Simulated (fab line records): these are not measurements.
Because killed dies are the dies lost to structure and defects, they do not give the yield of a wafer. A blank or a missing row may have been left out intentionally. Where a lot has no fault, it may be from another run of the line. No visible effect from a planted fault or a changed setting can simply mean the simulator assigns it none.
fab line records	flow sky130
record: lots: 6	wafers: 18	last-day: 49
route steps=708 shown CONTACT@425 METAL1@434 PAD_OPEN@708
lots that met no fault: from a run of the same line without faults
start-h: start of the lot's first displayed wafer, in hours after the record's first day	wait-h: hours elapsed since this lot's preceding step	" the same as in the row above	L1.1+2: a single row standing in for several wafers	- either no value or no given start	* or withheld: withheld	< > ~ a bound
route shown NAME@n: names a module that has steps shown in the file, with the first one's number in the route	usual: mean/standard deviation taken from wafers without a fault	same: alike in all rows	chamber/n: place in a boat	sites: each site's reading	_std_site: standard deviation across them	_edge_site: inner sites' mean taken away from outer sites' mean	radius-mm: for every site, how far away it sits from the centre of the wafer	mask NAME#n: copy n	behind: the tool/chamber that last shaped the wafer	hold: reason for holding the lot/hours on hold/outcome of the hold	device: names the non-switching transistor (n, p or np)	end of line: tests run on the same wafers once the route is complete	a step given without rows: its recipe and nothing more	killed: not the wafer's yield, but the dies lost to structure and defects at the first sort	map: shows each die of a wafer: x if killed, . if not, _ if none is there
set.NAME: the setting that was run; set.NAME@STEP: the one run at that earlier step	model.NAME: the simulator's own value behind a step, which no gauge read
a table for each step, a row for each wafer; lots at some steps of the route
services: from which hour (start-h, from the record's first day; less than 0 if before it) a tool's chamber was out of use, for how many hours, and why
== steps ==
step: SKY_CONTACT_STRIP_19
recipe: chemistry: O2/N2	power-w: 1400	pressure-mtorr: 1500	platen-temp-c: withheld	o2-flow-sccm: 3000	n2-flow-sccm: 300	overash-fraction: 0.5
step: SKY_CONTACT_STRIP_20
recipe: chemistry: post-etch-residue-remover	time-s: 1200	temp-c: 72.5
step: SKY_CONTACT_CLEAN_21
recipe: chemistry: IPA	time-s: 180	temp-c: 25
step: SKY_CONTACT_CLEAN_22
recipe: chemistry: O3/DIW	dry: n2-spin
step: SKY_CONTACT_SPUTTER_23
recipe: material: TiN	target-thk-nm: 20	chamber-pressure-pa: 5	power-w: 4000	time-s: 80
usual: cathode-dc-power-W: 4000.0/0.76	chamber-pressure-pa: 5.000/0.01	throttle-valve-pct: 29.8/0.81
same: time-s: 80
lot.wafer	tool	chamber	start-h	wait-h	cathode-dc-power-W	chamber-pressure-pa	throttle-valve-pct
L129.2	pvd-sputter-02	-	753.54	0.0	4000.1	4.981	30.8
L129.4	"	-	"	"	3999.1	4.993	29.5
L129.6	"	-	"	"	4000.4	5.003	29.4
L132.1	pvd-sputter-02	-	779.62	0.0	4000.6	4.993	29.6
L132.3	"	-	"	"	3999.8	4.991	30.3
L132.5	"	-	"	"	3998.9	5.002	30.8
L137.1	pvd-sputter-01	-	813.63	0.0	3999.2	4.993	30.8
L137.2	"	-	"	"	4000.4	5.009	29.9
L137.3	"	-	"	"	3998.0	4.999	28.7
L143.2	pvd-sputter-02	-	869.73	0.0	3999.6	4.992	30.1
L143.3	"	-	"	"	3999.7	4.992	30.9
L143.4	"	-	"	"	4000.9	5.008	30.5
L146.2	pvd-sputter-03	-	877.88	0.0	4000.1	5.006	28.8
L146.3	"	-	"	"	3999.0	5.012	28.5
L146.4	"	-	"	"	4000.1	5.017	29.1
L147.1	pvd-sputter-02	-	883.61	0.0	4001.2	4.989	30.8
L147.2	"	-	"	"	3999.4	4.986	30.3
L147.4	"	-	"	"	3999.0	5.001	29.6
step: SKY_CONTACT_CVD_24
recipe: material: W	target-thk-nm: 340	time-s: 102.12	temp-c: 400	pressure-torr: 40
step: SKY_CONTACT_RS_MEAS_25
recipe: thk-meas-gauge: four-point-probe	reads: W_of_CONTACT_CVD_24+TiN_of_CONTACT_SPUTTER_23
usual: CONTACT_W_RS: 0.336/0.0045
lot.wafer	tool	chamber	start-h	wait-h	CONTACT_W_RS[ohm/sq]
L129.2	film-metro-02	-	753.74	0.1	0.333
L129.4	"	-	"	"	0.336
L129.6	"	-	"	"	0.332
L132.1	film-metro-02	-	779.79	0.1	0.338
L132.3	"	-	"	"	0.336
L132.5	"	-	"	"	0.336
L137.1	film-metro-02	-	813.80	0.1	0.338
L137.2	"	-	"	"	0.339
L137.3	"	-	"	"	0.338
L143.2	film-metro-02	-	869.92	0.1	0.334
L143.3	"	-	"	"	0.338
L143.4	"	-	"	"	0.334
L146.2	film-metro-04	-	878.07	0.1	0.333
L146.3	"	-	"	"	0.334
L146.4	"	-	"	"	0.339
L147.1	film-metro-02	-	883.79	0.1	0.329
L147.2	"	-	"	"	0.338
L147.4	"	-	"	"	0.329
step: SKY_CONTACT_THK_MEAS_26
recipe: thk-meas-gauge: xrf	reads: W_of_CONTACT_CVD_24
usual: CONTACT_W_THK: 350/5.2
lot.wafer	tool	chamber	start-h	wait-h	CONTACT_W_THK[nm]
L129.2	film-metro-02	-	753.85	0.1	350
L129.4	"	-	"	"	348
L129.6	"	-	"	"	351
L132.1	film-metro-02	-	779.91	0.1	342
L132.3	"	-	"	"	347
L132.5	"	-	"	"	349
L137.1	film-metro-02	-	813.92	0.1	344
L137.2	"	-	"	"	345
L137.3	"	-	"	"	346
L143.2	film-metro-02	-	870.03	0.1	352
L143.3	"	-	"	"	347
L143.4	"	-	"	"	353
L146.2	film-metro-04	-	878.18	0.1	352
L146.3	"	-	"	"	348
L146.4	"	-	"	"	346
L147.1	film-metro-02	-	883.91	0.1	356
L147.2	"	-	"	"	346
L147.4	"	-	"	"	358
step: SKY_CONTACT_CMP_27
recipe: stop-on: SiO2	t-overpolish-s: 15	down-force-psi: 3.5	platen-rpm: 60	target-thk-nm: 0	pad-velocity-m-s: 0.94248
usual: head-pressure-psi: 3.500/0.0076	motor-current-A: 11.6/0.91	overpolish-run-s: 15.000/0.0088	time-to-endpoint-s: 83/4.6
lot.wafer	tool	chamber	start-h	wait-h	head-pressure-psi	motor-current-A	overpolish-run-s	time-to-endpoint-s
L129.4	cmp-02	1	753.90	0.0	3.494	12.0	14.996	88
L129.2	"	3	"	"	3.506	11.0	14.999	81
L129.6	"	1	"	"	3.490	12.4	15.000	93
L132.3	cmp-02	0	780.02	0.1	3.510	11.0	14.989	77
L132.1	"	1	"	"	3.499	11.9	15.001	90
L132.5	"	3	"	"	3.495	10.9	14.989	81
L137.1	cmp-02	0	814.11	0.2	3.499	11.9	15.012	81
L137.3	"	1	"	"	3.513	11.3	14.998	88
L137.2	"	2	"	"	3.502	10.8	15.005	84
L143.3	cmp-01	3	870.08	0.0	3.499	13.0	15.013	79
L143.4	"	0	"	"	3.493	12.7	15.003	77
L143.2	"	2	"	"	3.505	10.2	15.006	81
L146.4	cmp-02	2	878.23	0.0	3.497	10.2	15.004	85
L146.3	"	3	"	"	3.493	11.8	14.995	80
L146.2	"	1	"	"	3.500	12.2	14.997	90
L147.2	cmp-02	2	883.97	0.0	3.494	11.0	14.983	82
L147.1	"	3	"	"	3.499	11.0	15.003	85
L147.4	"	1	"	"	3.499	11.8	14.997	91
step: SKY_METAL1_SPUTTER_00
recipe: material: Ti	target-thk-nm: 15	power-w: 3000	time-s: 10	chamber-pressure-pa: 0.4
usual: cathode-dc-power-W: 3000.0/0.59	chamber-pressure-pa: 0.3999/0.00085	throttle-valve-pct: 29.6/0.66
same: time-s: 10
lot.wafer	tool	chamber	start-h	wait-h	cathode-dc-power-W	chamber-pressure-pa	throttle-valve-pct
L129.2	pvd-sputter-04	-	754.20	0.1	2999.7	0.4002	29.4
L129.4	"	-	"	"	3000.2	0.3995	29.0
L129.6	"	-	"	"	2999.2	0.4010	29.0
L132.1	pvd-sputter-02	-	780.27	0.1	3000.4	0.4006	31.1
L132.3	"	-	"	"	2999.9	0.3988	30.7
L132.5	"	-	"	"	3000.4	0.3991	30.1
L137.1	pvd-sputter-04	-	814.36	0.2	3000.5	0.4008	28.6
L137.2	"	-	"	"	2999.8	0.3985	30.3
L137.3	"	-	"	"	2999.7	0.3998	29.4
L143.2	pvd-sputter-04	-	870.38	0.1	2999.5	0.3993	29.1
L143.3	"	-	"	"	2999.3	0.3990	29.1
L143.4	"	-	"	"	2999.1	0.3999	30.0
L146.2	pvd-sputter-02	-	878.53	0.1	2999.4	0.3998	30.7
L146.3	"	-	"	"	3000.4	0.4010	30.5
L146.4	"	-	"	"	3001.1	0.4004	29.4
L147.1	pvd-sputter-04	-	884.27	0.2	3000.4	0.3997	30.1
L147.2	"	-	"	"	2999.5	0.3996	29.4
L147.4	"	-	"	"	3000.9	0.4020	28.9
step: SKY_METAL1_SPUTTER_01
recipe: material: TiN	target-thk-nm: 20	power-w: 6500	time-s: 16.7	chamber-pressure-pa: 0.4
step: SKY_METAL1_SPUTTER_02
recipe: material: AlCu	target-thk-nm: 250	power-w: 10600	time-s: 13.3	chamber-pressure-pa: 0.4
usual: cathode-dc-power-W: 10600/1.9	chamber-pressure-pa: 0.4000/0.00081	throttle-valve-pct: 29.6/0.68
same: time-s: 13.3
lot.wafer	tool	chamber	start-h	wait-h	cathode-dc-power-W	chamber-pressure-pa	throttle-valve-pct
L129.2	pvd-sputter-04	-	754.24	0.0	10602	0.3991	29.3
L129.4	"	-	"	"	10602	0.3985	28.9
L129.6	"	-	"	"	10601	0.3999	29.1
L132.1	pvd-sputter-02	-	780.32	0.0	10603	0.4005	30.8
L132.3	"	-	"	"	10601	0.3996	30.6
L132.5	"	-	"	"	10601	0.4013	30.3
L137.1	pvd-sputter-04	-	814.41	0.0	10600	0.4008	29.1
L137.2	"	-	"	"	10598	0.3990	30.2
L137.3	"	-	"	"	10599	0.4001	29.2
L143.2	pvd-sputter-04	-	870.43	0.0	10601	0.3988	29.1
L143.3	"	-	"	"	10598	0.4005	29.1
L143.4	"	-	"	"	10598	0.3997	30.0
L146.2	pvd-sputter-02	-	878.58	0.0	10601	0.4006	30.8
L146.3	"	-	"	"	10596	0.3995	30.8
L146.4	"	-	"	"	10604	0.3986	29.4
L147.1	pvd-sputter-04	-	884.31	0.0	10601	0.4001	30.2
L147.2	"	-	"	"	10600	0.3999	29.1
L147.4	"	-	"	"	10601	0.4008	28.9
step: SKY_METAL1_SPUTTER_03
recipe: material: Ti	target-thk-nm: 5	power-w: 3000	time-s: 3.3	chamber-pressure-pa: 0.4
usual: cathode-dc-power-W: 3000.0/0.58	chamber-pressure-pa: 0.4000/0.00084	throttle-valve-pct: 29.6/0.69	time-s: 3.3/0
lot.wafer	tool	chamber	start-h	wait-h	cathode-dc-power-W	chamber-pressure-pa	throttle-valve-pct	time-s
L129.2	pvd-sputter-04	-	754.27	0.0	2999.4	0.4004	29.1	3.3
L129.4	"	-	"	"	3000.8	0.4013	28.9	3.3
L129.6	"	-	"	"	2999.1	0.4013	29.2	3.3
L132.1	pvd-sputter-02	-	780.34	0.0	3000.2	0.3997	30.7	3.3
L132.3	"	-	"	"	3000.0	0.4007	31.0	3.3
L132.5	"	-	"	"	2999.4	0.4009	30.2	3.3
L137.1	pvd-sputter-04	-	814.43	0.0	2999.8	0.4002	29.2	3.3
L137.2	"	-	"	"	2999.7	0.3997	30.3	3.3
L137.3	"	-	"	"	2999.3	0.4008	29.4	3.3
L143.2	pvd-sputter-04	-	870.46	0.0	3000.1	0.3994	29.0	3.3
L143.3	"	-	"	"	2999.2	0.4012	29.0	3.3
L143.4	"	-	"	"	3000.2	0.3991	30.3	3.3
L146.2	pvd-sputter-02	-	878.60	0.0	-	-	-	-
L146.3	"	-	"	"	-	-	-	-
L146.4	"	-	"	"	-	-	-	-
L147.1	pvd-sputter-04	-	884.34	0.0	-	-	-	-
L147.2	"	-	"	"	-	-	-	-
L147.4	"	-	"	"	-	-	-	-
step: SKY_METAL1_SPUTTER_04
recipe: material: TiN	target-thk-nm: 70	power-w: 6500	time-s: 58.3	chamber-pressure-pa: 0.4
usual: cathode-dc-power-W: 6499.9/1.2	chamber-pressure-pa: 0.4001/0.00075	throttle-valve-pct: 29.6/0.68
same: time-s: 58.3
lot.wafer	tool	chamber	start-h	wait-h	cathode-dc-power-W	chamber-pressure-pa	throttle-valve-pct
L129.2	pvd-sputter-04	-	754.29	0.0	6498.0	0.3982	29.2
L129.4	"	-	"	"	6501.1	0.4001	29.0
L129.6	"	-	"	"	6501.7	0.3998	28.9
L132.1	pvd-sputter-02	-	780.36	0.0	6501.8	0.3992	31.2
L132.3	"	-	"	"	6500.5	0.3992	30.9
L132.5	"	-	"	"	6501.3	0.3999	30.1
L137.1	pvd-sputter-04	-	814.45	0.0	6500.1	0.4015	28.9
L137.2	"	-	"	"	6499.4	0.4011	30.2
L137.3	"	-	"	"	6499.5	0.4004	29.4
L143.2	pvd-sputter-04	-	870.47	0.0	6502.3	0.3998	28.6
L143.3	"	-	"	"	6500.1	0.3994	29.1
L143.4	"	-	"	"	6500.8	0.3994	30.0
L146.2	pvd-sputter-02	-	878.62	0.0	6499.6	0.4003	31.0
L146.3	"	-	"	"	6501.0	0.3996	30.5
L146.4	"	-	"	"	6500.7	0.4003	29.3
L147.1	pvd-sputter-04	-	884.36	0.0	6498.9	0.3986	30.3
L147.2	"	-	"	"	6498.8	0.4011	29.2
L147.4	"	-	"	"	6498.0	0.4004	28.8
step: SKY_PAD_OPEN_PROBE_99
usual: defect-limited-yield: 82.4/1.9	killed_at_M0_to_M3: 44/6.5	killed_at_M4_up: 2.9/1.7	killed-at-contacts: 24/5.7	killed-at-front-end: 16/4.4	killed-at-other: 0.2/0.48	killed-dies: 87/9.6	killed-open: 48/6.7	killed-short: 38/6.2	sort_bin_3_pad_short: 0.8/0.39	sort_bin_5_function: 10.5/1.6	sort_bin_6_memory: 6.4/1	sort-n-pass: 405/9.5	sort-yield-pct: 82.3/1.9
same: gross-dies: 492	killed-at-back-side: 0	sort_bin_4_leakage[%]: 0	sort_bin_8_speed[%]: 0
lot.wafer	tool	chamber	start-h	wait-h	defect-limited-yield[%]	killed_at_M0_to_M3	killed_at_M4_up	killed-at-contacts	killed-at-front-end	killed-at-other	killed-dies	killed-open	killed-short	sort_bin_3_pad_short[%]	sort_bin_5_function[%]	sort_bin_6_memory[%]	sort-n-pass	sort-yield-pct[%]	model.etest.via1-chain.rc-ohm	model.etest.met1.rs-ohm-sq
L129.2	prober-02	-	1088.76	0.1	84.6	43	3	20	10	0	76	34	42	0.8	8.5	6.1	416	84.6	16.28	0.1261
L129.4	prober-02	-	1088.86	0.2	80.5	47	2	29	18	0	96	58	38	1.2	12.0	6.3	396	80.5	15.09	0.1315
L129.6	prober-02	-	1088.96	0.2	80.5	53	2	29	11	1	96	54	42	0.4	11.2	7.9	396	80.5	15.99	0.1252
L132.1	prober-02	-	1111.38	0.1	82.3	46	1	18	22	0	87	46	40	0.8	11.0	5.9	405	82.3	17.85	0.1276
L132.3	prober-02	-	1111.48	0.2	80.3	48	3	28	18	0	97	52	44	0.6	12.2	6.9	395	80.3	16.67	0.1272
L132.5	prober-02	-	1111.58	0.2	83.1	37	2	19	25	0	83	44	39	0.8	10.0	6.1	409	83.1	16.53	0.1243
L137.1	prober-02	-	1139.78	0.1	84.3	35	1	30	11	0	77	43	33	0.8	9.3	5.5	415	84.3	14.78	0.1312
L137.2	prober-02	-	1139.83	0.1	79.5	49	3	35	14	0	101	50	51	1.6	12.0	6.9	391	79.5	15.12	0.1301
L137.3	prober-02	-	1139.88	0.2	83.7	43	2	22	13	0	80	52	28	0.6	10.6	5.1	412	83.7	15.1	0.129
L143.2	prober-02	-	1180.29	0.1	79.7	46	4	30	20	0	100	47	53	1.0	10.6	8.7	392	79.7	14.51	0.1299
L143.3	prober-02	-	1180.34	0.2	83.7	36	4	22	17	1	80	46	34	1.6	8.7	5.9	412	83.7	17.62	0.1239
L143.4	prober-02	-	1180.39	0.2	80.1	44	5	37	12	0	98	51	47	1.0	11.2	7.7	394	80.1	17.16	0.1286
L146.2	prober-01	-	1182.34	0.1	81.3	46	4	20	22	0	92	47	45	1.0	11.0	6.7	400	81.3	21.64	0.1245
L146.3	prober-01	-	1182.39	0.2	81.5	48	7	20	16	0	91	50	41	1.4	9.3	7.7	401	81.5	18.83	0.1238
L146.4	prober-01	-	1182.44	0.2	85.2	34	4	19	16	0	73	40	33	0.4	8.1	6.3	419	85.2	20.63	0.1253
L147.1	prober-01	-	1185.48	0.1	83.3	46	1	21	14	0	82	47	35	1.0	10.0	5.7	410	83.3	19.54	0.1233
L147.2	prober-01	-	1185.53	0.1	82.3	43	3	23	17	1	87	46	41	1.4	11.6	4.7	405	82.3	22.19	0.1222
L147.4	prober-01	-	1185.63	0.2	81.9	45	6	27	10	1	89	48	41	0.4	10.6	7.1	403	81.9	20.01	0.1229
killed by level:class
L129.2 VIA1:geometric-particle:open=8 VIA1:geometric-particle:short=6 METAL2:geometric-particle:short=6 VIA2:geometric-particle:open=6 POLY_GATE:geometric-particle:short=5 CONTACT:geometric-particle:open=5 CONTACT:geometric-particle:short=5 LI_CONTACT:geometric-particle:short=4
L129.4 VIA1:geometric-particle:open=14 CONTACT:geometric-particle:open=12 CONTACT:geometric-particle:short=10 METAL1:geometric-particle:short=10 FIELD_ISO:geometric-particle:open=6 VIA2:geometric-particle:open=6 LI_CONTACT:geometric-particle:open=5 VIA3:geometric-particle:open=5
L129.6 VIA1:geometric-particle:open=12 CONTACT:geometric-particle:open=8 METAL1:geometric-particle:short=8 VIA2:geometric-particle:open=8 VIA3:geometric-particle:open=6 LI_CONTACT:geometric-particle:open=6 VIA1:geometric-particle:short=6 LOCAL_INTERCONNECT:geometric-particle:open=5
L132.1 VIA1:geometric-particle:open=12 LI_CONTACT:geometric-particle:open=7 METAL2:geometric-particle:short=7 VIA2:geometric-particle:open=7 CONTACT:geometric-particle:open=6 FIELD_ISO:geometric-particle:short=5 FIELD_ISO:geometric-particle:open=5 METAL1:geometric-particle:short=5
L132.3 VIA1:geometric-particle:open=10 LI_CONTACT:geometric-particle:open=9 VIA2:geometric-particle:open=8 METAL2:geometric-particle:short=8 VIA1:geometric-particle:short=8 CONTACT:geometric-particle:open=7 POLY_GATE:geometric-particle:open=5 FIELD_ISO:geometric-particle:open=4
L132.5 VIA1:geometric-particle:open=11 FIELD_ISO:geometric-particle:open=6 POLY_GATE:geometric-particle:open=6 CONTACT:geometric-particle:short=5 FIELD_ISO:geometric-particle:short=4 POLY_GATE:geometric-particle:short=4 LI_CONTACT:geometric-particle:short=4 LI_CONTACT:geometric-particle:open=4
L137.1 LI_CONTACT:geometric-particle:open=11 CONTACT:geometric-particle:open=10 CONTACT:geometric-particle:short=7 VIA1:geometric-particle:open=6 METAL1:geometric-particle:short=6 POLY_GATE:geometric-particle:short=4 METAL2:geometric-particle:short=4 FIELD_ISO:geometric-particle:open=3
L137.2 CONTACT:geometric-particle:open=13 METAL2:geometric-particle:short=7 CONTACT:geometric-particle:short=7 METAL1:geometric-particle:short=7 VIA1:geometric-particle:open=6 LI_CONTACT:geometric-particle:open=5 LI_CONTACT:geometric-particle:short=5 VIA2:geometric-particle:open=5
L137.3 CONTACT:geometric-particle:open=13 VIA1:geometric-particle:open=10 VIA2:geometric-particle:open=8 FIELD_ISO:geometric-particle:open=7 VIA3:geometric-particle:open=6 VIA1:geometric-particle:short=5 VIA3:geometric-particle:short=5 FIELD_ISO:geometric-particle:short=3
L143.2 CONTACT:geometric-particle:open=12 VIA1:geometric-particle:open=12 CONTACT:geometric-particle:short=10 VIA1:geometric-particle:short=9 METAL1:geometric-particle:short=6 VIA2:geometric-particle:open=5 METAL3:geometric-particle:short=5 FIELD_ISO:geometric-particle:open=4
L143.3 CONTACT:geometric-particle:open=8 VIA2:geometric-particle:open=7 VIA1:geometric-particle:open=6 VIA3:geometric-particle:open=5 POLY_GATE:geometric-particle:short=4 CONTACT:geometric-particle:short=4 LI_CONTACT:geometric-particle:open=4 LOCAL_INTERCONNECT:geometric-particle:short=4
L143.4 CONTACT:geometric-particle:open=13 VIA3:geometric-particle:open=10 LI_CONTACT:geometric-particle:short=7 LI_CONTACT:geometric-particle:open=6 LOCAL_INTERCONNECT:geometric-particle:short=6 VIA1:geometric-particle:open=6 VIA2:geometric-particle:short=6 VIA2:geometric-particle:open=6
L146.2 METAL2:geometric-particle:short=7 METAL1:geometric-particle:short=7 VIA1:geometric-particle:open=7 CONTACT:geometric-particle:open=6 VIA3:geometric-particle:open=6 VIA2:geometric-particle:open=5 POLY_GATE:geometric-particle:short=5 LOCAL_INTERCONNECT:geometric-particle:short=5
L146.3 VIA1:geometric-particle:open=16 LI_CONTACT:geometric-particle:open=6 VIA2:geometric-particle:open=6 METAL4:geometric-particle:short=6 METAL2:geometric-particle:short=5 CONTACT:geometric-particle:open=5 METAL3:geometric-particle:short=5 POLY_GATE:geometric-particle:open=4
L146.4 LI_CONTACT:geometric-particle:open=8 VIA2:geometric-particle:open=7 METAL2:geometric-particle:short=6 VIA3:geometric-particle:open=6 POLY_GATE:geometric-particle:short=5 CONTACT:geometric-particle:open=5 VIA1:geometric-particle:open=5 FIELD_ISO:geometric-particle:open=3
L147.1 VIA2:geometric-particle:open=9 VIA3:geometric-particle:open=8 CONTACT:geometric-particle:open=7 LI_CONTACT:geometric-particle:open=6 VIA1:geometric-particle:open=5 METAL2:geometric-particle:short=5 POLY_GATE:geometric-particle:open=4 VIA1:geometric-particle:short=4
L147.2 VIA1:geometric-particle:open=14 LI_CONTACT:geometric-particle:open=9 POLY_GATE:geometric-particle:short=6 CONTACT:geometric-particle:short=6 VIA2:geometric-particle:open=6 VIA1:geometric-particle:short=5 METAL1:geometric-particle:short=5 VIA2:geometric-particle:short=5
L147.4 CONTACT:geometric-particle:open=12 VIA3:geometric-particle:open=8 VIA1:geometric-particle:open=7 LI_CONTACT:geometric-particle:open=6 VIA2:geometric-particle:short=5 VIA2:geometric-particle:open=5 METAL4:geometric-particle:short=5 POLY_GATE:geometric-particle:open=4
== services ==
tool	chamber	start-h	hours	kind
cmp-02	-	741.31	1.4	repair
cmp-01	-	744.05	4.0	pm
cmp-01	-	748.05	-	consumable-replace:conditioner
cmp-01	-	748.05	-	consumable-replace:pad
pvd-sputter-03	1	748.15	-	consumable-replace:kit
pvd-sputter-03	1	748.15	18.0	scheduled-down
pvd-sputter-03	1	748.15	18.0	vent-cycle
cmp-02	-	756.86	1.4	repair
cmp-01	-	763.56	0.2	repair
cmp-02	-	781.63	3.2	pm
cmp-02	-	790.58	0.8	repair
cmp-02	-	803.06	4.3	repair
cmp-02	-	806.43	1.7	repair
cmp-01	-	810.89	15.8	pm
pvd-sputter-03	-	818.83	13.6	repair
pvd-sputter-04	2	820.55	-	consumable-replace:kit
pvd-sputter-04	2	820.55	18.0	scheduled-down
pvd-sputter-04	2	820.55	18.0	vent-cycle
cmp-01	-	831.15	2.3	repair
pvd-sputter-03	-	843.01	26.9	repair
cmp-01	-	856.68	1.1	repair
pvd-sputter-03	-	857.44	0.9	repair
pvd-sputter-02	-	866.69	0.6	repair
== key ==
first-sign: step: SKY_METAL1_SPUTTER_03	reading: tool-record	direction: missing
effect none on later readings
model-effect: step: SKY_PAD_OPEN_PROBE_99	value: etest.via1-chain.rc-ohm	without: 16.9	struck: 20.47
met-at SKY_METAL1_SPUTTER_03
struck-wafers L146.2,L146.3,L146.4,L147.1,L147.2,L147.4
onset-between 870.46 878.60
fault: kind: skipped-step-whole	tool: pvd-sputter-02,pvd-sputter-04	chamber: -	onset-h: 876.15	steps: SKY_METAL1_SPUTTER_03	scope: struck-lots-only
